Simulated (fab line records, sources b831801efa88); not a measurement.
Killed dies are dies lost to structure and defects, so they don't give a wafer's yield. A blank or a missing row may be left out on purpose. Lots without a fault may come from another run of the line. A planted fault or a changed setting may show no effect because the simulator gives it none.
fab line records | flow sky130
record lots=6 wafers=18 last_day=50
route steps=708 shown FIELD_ISO@30 NWELL@32 DNWELL@35 PWDE@45 PAD_OPEN@708
lots that met no fault: from a run of the same line without faults
start_h: hours from the record's first day to the start of the lot's first wafer shown | wait_h: hours since the lot's step before | " the same as in the row above | L1.1+2: a row that stands for several wafers | - no value, or no start given | * or withheld: withheld | < > ~ a bound
route shown NAME@n: a module of which the file shows steps, and the number in the route of the first | usual: mean/standard deviation of fault-free wafers | same: alike in all rows | chamber/n: place in a boat | sites: the reading at each site | _std_site: their standard deviation | _edge_site: outer sites' mean less inner sites' | radius_mm: how far each site lies from the wafer's centre | mask NAME#n: copy n | behind: the tool/chamber that last shaped the wafer | hold: why the lot was held/for how many hours/how that ended | device: the transistor (n, p or np) that didn't switch | end of line: the same wafers' tests at the end of the route | a step without rows: its recipe alone | killed: dies lost to structure and defects at the first sort, not the wafer's yield | map: a wafer's dies, x killed, . not, _ none there
set.NAME: the setting as run; set.NAME@STEP: as run at that earlier step | model.NAME: the simulator's own value behind a step, which no gauge read
lots at some steps of the route; a table a step, a row a wafer
services: from which hour (start_h, from the record's first day; less than 0 if before it) a tool's chamber was out of use, for how many hours, and why
## steps
# step SKY_FIELD_ISO_WET_ETCH_29
# recipe chemistry=H3PO4 target_depth_nm=160 target=Si3N4 temp_c=160 time_s=1825
# step SKY_FIELD_ISO_WET_ETCH_30
# recipe chemistry=dHF target_depth_nm=25 target=SiO2 dilution=10:1 temp_c=25 time_s=50
# step SKY_NWELL_CLEAN_00
# recipe chemistry=SC1/SC2 mix=1:4:20 temp_c=70 time_s=150 dry=n2_spin
# step SKY_NWELL_OXIDATION_01
# recipe temp_c=900 ambient=O2 stabilise_s=600 purge_s=300 target_thk_a=100 ox_time_s=1418
# step SKY_NWELL_THK_MEAS_02
# recipe reads=SiO2_of_NWELL_OXIDATION_01
# usual NWELL_OXIDATION_THK=10.01/0.17
# columns lot.wafer tool chamber start_h wait_h NWELL_OXIDATION_THK[nm]
L527.1 film_metro-04 - 50.43 0.0 9.91
L527.5 " - " " 9.87
L527.6 " - " " 9.88
L530.2 film_metro-04 - 72.55 0.0 9.81
L530.5 " - " " 9.93
L530.6 " - " " 9.84
L535.2 film_metro-03 - 94.07 0.0 10.08
L535.3 " - " " 10.29
L535.4 " - " " 10.38
L536.1 film_metro-03 - 98.03 0.0 10.56
L536.4 " - " " 10.33
L536.6 " - " " 10.35
L539.2 film_metro-03 - 116.51 0.0 10.02
L539.4 " - " " 9.93
L539.5 " - " " 10.05
L543.1 film_metro-01 - 165.59 0.0 10.14
L543.3 " - " " 9.99
L543.5 " - " " 10.04
# step SKY_DNWELL_DEHYDRATE_00
# recipe temp_c=200 time_s=60
# step SKY_DNWELL_HMDS_01
# recipe prime_time_s=60 prime_temp_c=120
# step SKY_DNWELL_COAT_02
# recipe spin_rpm=2000 resist_thk_nm=3000
# step SKY_DNWELL_SOFTBAKE_03
# recipe temp_c=110 time_s=withheld
# step SKY_DNWELL_EXPOSE_04
# recipe mask_id=DNM na=0.57 target_cd_nm=3000 dose_mj=222
# step SKY_DNWELL_PEB_05
# recipe temp_c=115 time_s=withheld
# step SKY_DNWELL_DEVELOP_06
# recipe wall_angle_deg=90 developer=TMAH develop_time_s=60 dev_temp_c=23
# step SKY_DNWELL_IMPLANT_07
# recipe species=P energy_kev=withheld dose_cm2=withheld tilt_deg=withheld
# columns lot.wafer tool chamber start_h wait_h
L527.1+5+6 implanter-02 0 66.42 -
L530.2+5+6 implanter-03 0 88.50 -
L535.2+3+4 implanter-03 0 111.89 -
L536.1+4+6 implanter-03 0 115.66 -
L539.2+4+5 implanter-01 0 132.14 -
L543.1+3+5 implanter-02 0 185.38 -
# step SKY_DNWELL_STRIP_08
# recipe chemistry=O2/N2 power_w=1400 pressure_mtorr=1500 platen_temp_c=withheld o2_flow_sccm=3000 n2_flow_sccm=300 overash_fraction=0.5
# usual drypump_motor_current_A=5.8/0.38 oes_product_au=0.722/0.0048 strip_time_to_endpoint_s=36.98/0.098
# columns lot.wafer tool chamber start_h wait_h drypump_motor_current_A oes_product_au rf_hours_counter_h strip_time_to_endpoint_s
L527.1 plasma_asher-01 1 66.57 0.1 5.7 0.718 38 37.01
L527.5 " 1 " " 5.7 0.721 - 37.07
L527.6 " 0 " " 5.0 0.725 - 37.01
L530.2 plasma_asher-01 1 88.63 0.1 5.8 0.722 41 36.98
L530.5 " 0 " " 5.0 0.725 - 37.06
L530.6 " 1 " " 5.8 0.725 - 37.05
L535.2 plasma_asher-04 0 112.01 0.1 6.0 0.713 42 36.88
L535.3 " 1 " " 5.8 0.721 - 36.82
L535.4 " 0 " " 6.0 0.725 - 36.96
L536.1 plasma_asher-04 1 115.81 0.1 5.8 0.719 43 37.06
L536.4 " 0 " " 6.0 0.722 - 37.10
L536.6 " 0 " " 6.0 0.722 - 37.04
L539.2 plasma_asher-04 0 132.26 0.1 6.0 0.724 45 37.01
L539.4 " 0 " " 6.0 0.715 - 37.02
L539.5 " 0 " " 6.0 0.735 - 37.04
L543.1 plasma_asher-04 1 185.53 0.1 5.8 0.725 48 37.08
L543.3 " 0 " " 6.0 0.719 - 37.01
L543.5 " 0 " " 6.0 0.715 - 37.04
# step SKY_DNWELL_TW_MEAS_09
# usual DNWELL_TW=1107/15
# columns lot.wafer tool chamber start_h wait_h DNWELL_TW
L527.1 film_metro-01 - 66.67 0.1 1083
L527.5 " - " " 1091
L527.6 " - " " 1094
L530.2 film_metro-03 - 88.74 0.1 1100
L530.5 " - " " 1103
L530.6 " - " " 1107
L535.2 film_metro-01 - 112.12 0.1 1146
L535.3 " - " " 1141
L535.4 " - " " 1148
L536.1 film_metro-03 - 115.91 0.1 1167
L536.4 " - " " 1173
L536.6 " - " " 1175
L539.2 film_metro-03 - 132.37 0.1 1111
L539.4 " - " " 1108
L539.5 " - " " 1103
L543.1 film_metro-04 - 185.63 0.1 1124
L543.3 " - " " 1121
L543.5 " - " " 1121
# step SKY_PWDE_DEHYDRATE_00
# recipe temp_c=200 time_s=60
# step SKY_PAD_OPEN_PROBE_99
# usual killed_at_M0_to_M3=43/7.3 killed_at_M4_up=3.0/2 killed_at_contacts=24/5.2 killed_at_front_end=15/4.4 killed_at_other=0.2/0.48 killed_dies=86/9.1 killed_open=47/7.3 killed_short=38/6.4
# same gross_dies=492 killed_at_back_side=0
# columns lot.wafer tool chamber start_h wait_h killed_at_M0_to_M3 killed_at_M4_up killed_at_contacts killed_at_front_end killed_at_other killed_dies killed_open killed_short model.etest.res_deep_nwell.rs_ohm_sq model.etest.res_deep_nwell.line_ohm_um
L527.1 prober-01 - 1083.84 0.1 35 3 21 15 0 74 44 30 2229 740.6
L527.5 prober-01 - 1084.04 0.2 55 1 25 13 0 94 51 43 2252 755
L527.6 prober-01 - 1084.09 0.2 47 5 32 10 0 94 40 54 2238 742.2
L530.2 prober-02 - 1108.91 0.1 46 2 26 13 0 87 50 36 2208 754.3
L530.5 prober-02 - 1109.06 0.2 35 2 19 13 0 69 43 26 2203 733.9
L530.6 prober-02 - 1109.11 0.2 36 4 23 7 0 70 34 36 2204 730.4
L536.1 prober-01 - 1139.27 0.1 37 1 31 15 1 85 50 35 1905 639.5
L536.4 prober-01 - 1139.42 0.2 40 8 21 12 0 81 48 33 1887 625.9
L536.6 prober-01 - 1139.52 0.2 51 1 28 18 1 99 59 39 1913 635.7
L535.2 prober-02 - 1139.47 0.1 46 6 20 19 0 91 55 36 1862 623.4
L535.3 prober-02 - 1139.52 0.2 47 3 17 19 0 86 42 44 1851 622.1
L535.4 prober-02 - 1139.57 0.2 43 1 19 18 1 82 49 33 1870 619.1
L539.2 prober-01 - 1157.29 0.1 34 5 19 19 0 77 41 36 2247 745
L539.4 prober-01 - 1157.39 0.2 42 2 30 9 0 83 41 42 2246 741
L539.5 prober-01 - 1157.44 0.2 27 1 32 17 1 78 43 35 2226 745.6
L543.1 prober-01 - 1203.81 0.1 54 3 19 12 0 88 50 38 2162 726.9
L543.3 prober-01 - 1203.91 0.2 34 4 30 9 0 77 43 34 2168 731
L543.5 prober-01 - 1204.01 0.2 50 3 26 8 0 87 53 33 2171 736.6
# killed by level:class
L527.1 VIA1:geometric_particle:open=13 CONTACT:geometric_particle:open=11 POLY_GATE:geometric_particle:short=6 METAL1:geometric_particle:short=4 POLY_GATE:geometric_particle:open=3 LI_CONTACT:geometric_particle:open=3 VIA1:geometric_particle:short=3 VIA2:geometric_particle:open=3
L527.5 VIA1:geometric_particle:open=15 VIA1:geometric_particle:short=8 LI_CONTACT:geometric_particle:open=7 VIA3:geometric_particle:open=6 CONTACT:geometric_particle:open=6 CONTACT:geometric_particle:short=6 METAL1:geometric_particle:short=6 VIA2:geometric_particle:open=5
L527.6 METAL2:geometric_particle:short=9 LOCAL_INTERCONNECT:geometric_particle:short=9 CONTACT:geometric_particle:open=8 VIA3:geometric_particle:open=8 LI_CONTACT:geometric_particle:open=7 VIA1:geometric_particle:open=7 VIA1:geometric_particle:short=6 VIA2:geometric_particle:open=4
L530.2 CONTACT:geometric_particle:open=10 VIA1:geometric_particle:open=8 LI_CONTACT:geometric_particle:open=7 VIA2:geometric_particle:open=7 FIELD_ISO:geometric_particle:open=6 VIA1:geometric_particle:short=6 VIA3:geometric_particle:open=6 CONTACT:geometric_particle:short=5
L530.5 VIA2:geometric_particle:open=10 LI_CONTACT:geometric_particle:open=7 CONTACT:geometric_particle:open=6 METAL2:geometric_particle:short=5 VIA3:geometric_particle:open=5 FIELD_ISO:geometric_particle:open=4 FIELD_ISO:geometric_particle:short=4 METAL1:geometric_particle:short=4
L530.6 VIA1:geometric_particle:open=8 CONTACT:geometric_particle:open=7 CONTACT:geometric_particle:short=7 VIA2:geometric_particle:open=6 LOCAL_INTERCONNECT:geometric_particle:short=4 VIA2:geometric_particle:short=4 FIELD_ISO:geometric_particle:open=3 LI_CONTACT:geometric_particle:open=3
L536.1 CONTACT:geometric_particle:open=11 VIA1:geometric_particle:open=9 LOCAL_INTERCONNECT:geometric_particle:short=7 METAL1:geometric_particle:short=6 FIELD_ISO:geometric_particle:open=5 LI_CONTACT:geometric_particle:open=5 CONTACT:geometric_particle:short=5 VIA2:geometric_particle:open=5
L536.4 VIA1:geometric_particle:open=13 LI_CONTACT:geometric_particle:open=10 VIA2:geometric_particle:open=7 METAL4:geometric_particle:short=7 METAL2:geometric_particle:short=7 VIA3:geometric_particle:open=6 CONTACT:geometric_particle:open=5 FIELD_ISO:geometric_particle:open=3
L535.2 POLY_GATE:geometric_particle:open=10 VIA1:geometric_particle:open=10 VIA2:geometric_particle:open=8 LI_CONTACT:geometric_particle:open=7 VIA3:geometric_particle:open=7 VIA1:geometric_particle:short=6 VIA2:geometric_particle:short=5 FIELD_ISO:geometric_particle:open=4
L535.3 VIA1:geometric_particle:open=10 METAL2:geometric_particle:short=8 FIELD_ISO:geometric_particle:short=7 VIA3:geometric_particle:open=7 POLY_GATE:geometric_particle:open=6 CONTACT:geometric_particle:open=6 METAL3:geometric_particle:short=5 VIA2:geometric_particle:open=4
L536.6 VIA1:geometric_particle:open=16 CONTACT:geometric_particle:open=10 VIA3:geometric_particle:open=10 LI_CONTACT:geometric_particle:open=7 LOCAL_INTERCONNECT:geometric_particle:short=6 FIELD_ISO:geometric_particle:open=5 VIA1:geometric_particle:short=5 VIA2:geometric_particle:open=5
L535.4 VIA2:geometric_particle:open=12 VIA1:geometric_particle:open=8 FIELD_ISO:geometric_particle:short=6 POLY_GATE:geometric_particle:open=6 CONTACT:geometric_particle:open=5 LI_CONTACT:geometric_particle:open=5 FIELD_ISO:geometric_particle:open=4 METAL2:geometric_particle:short=4
L539.2 VIA1:geometric_particle:open=14 FIELD_ISO:geometric_particle:short=7 CONTACT:geometric_particle:short=6 CONTACT:geometric_particle:open=5 POLY_GATE:geometric_particle:short=5 LI_CONTACT:geometric_particle:open=5 FIELD_ISO:geometric_particle:open=4 VIA3:geometric_particle:short=4
L539.4 CONTACT:geometric_particle:open=9 LOCAL_INTERCONNECT:geometric_particle:short=9 VIA1:geometric_particle:open=8 METAL1:geometric_particle:short=7 VIA2:geometric_particle:open=6 VIA3:geometric_particle:open=6 VIA1:geometric_particle:short=5 VIA3:geometric_particle:short=5
L539.5 CONTACT:geometric_particle:open=10 VIA1:geometric_particle:open=8 CONTACT:geometric_particle:short=7 LI_CONTACT:geometric_particle:open=6 LOCAL_INTERCONNECT:geometric_particle:short=6 POLY_GATE:geometric_particle:open=5 VIA2:geometric_particle:open=5 FIELD_ISO:geometric_particle:open=4
L543.1 VIA3:geometric_particle:open=8 VIA1:geometric_particle:open=8 VIA2:geometric_particle:open=8 CONTACT:geometric_particle:open=6 METAL1:geometric_particle:short=6 METAL3:geometric_particle:short=5 LI_CONTACT:geometric_particle:open=5 VIA1:geometric_particle:short=5
L543.3 LI_CONTACT:geometric_particle:open=10 CONTACT:geometric_particle:open=9 VIA3:geometric_particle:open=7 LOCAL_INTERCONNECT:geometric_particle:short=6 VIA1:geometric_particle:open=6 VIA3:geometric_particle:short=5 VIA2:geometric_particle:open=5 FIELD_ISO:geometric_particle:short=4
L543.5 VIA3:geometric_particle:open=14 CONTACT:geometric_particle:open=10 VIA1:geometric_particle:open=8 VIA2:geometric_particle:open=7 METAL1:geometric_particle:short=6 LI_CONTACT:geometric_particle:open=5 CONTACT:geometric_particle:short=5 VIA1:geometric_particle:short=5
## services
# columns tool chamber start_h hours kind
implanter-03 - 60.02 2.7 repair
implanter-03 - 64.34 3.3 repair
plasma_asher-04 - 91.27 7.8 repair
plasma_asher-01 - 108.75 9.0 pm
plasma_asher-01 0 108.75 9.0 vent_cycle
plasma_asher-01 1 108.75 9.0 vent_cycle
plasma_asher-01 0 117.75 - clean
plasma_asher-01 1 117.75 - clean
plasma_asher-04 - 151.21 10.0 pm
plasma_asher-04 - 166.19 9.6 repair
## key
first_sign step=SKY_DNWELL_TW_MEAS_09 reading=DNWELL_TW direction=up sigmas=3.5 usual=1107 struck=1158
effect none on later readings
model_effect step=SKY_PAD_OPEN_PROBE_99 value=etest.res_deep_nwell.rs_ohm_sq without=2180 struck=1881
met_at SKY_DNWELL_IMPLANT_07
struck_wafers L535.2,L535.3,L535.4,L536.1,L536.4,L536.6
tester_left_out L535,L536
onset_between 88.50 111.89
fault kind=process_parameter_drift tool=implanter-03 chamber=- onset_h=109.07 steps=SKY_DNWELL_IMPLANT_07 channel=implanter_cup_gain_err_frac offset=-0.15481 shape=step end_h=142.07
# tester_left_out: of these lots the tester's yield and bins aren't shown, on N5 and GAA mostly nor the transistor test; their killed dies are dies lost to structure and defects alone, not to doping, threshold or leakage, so they don't give the yield
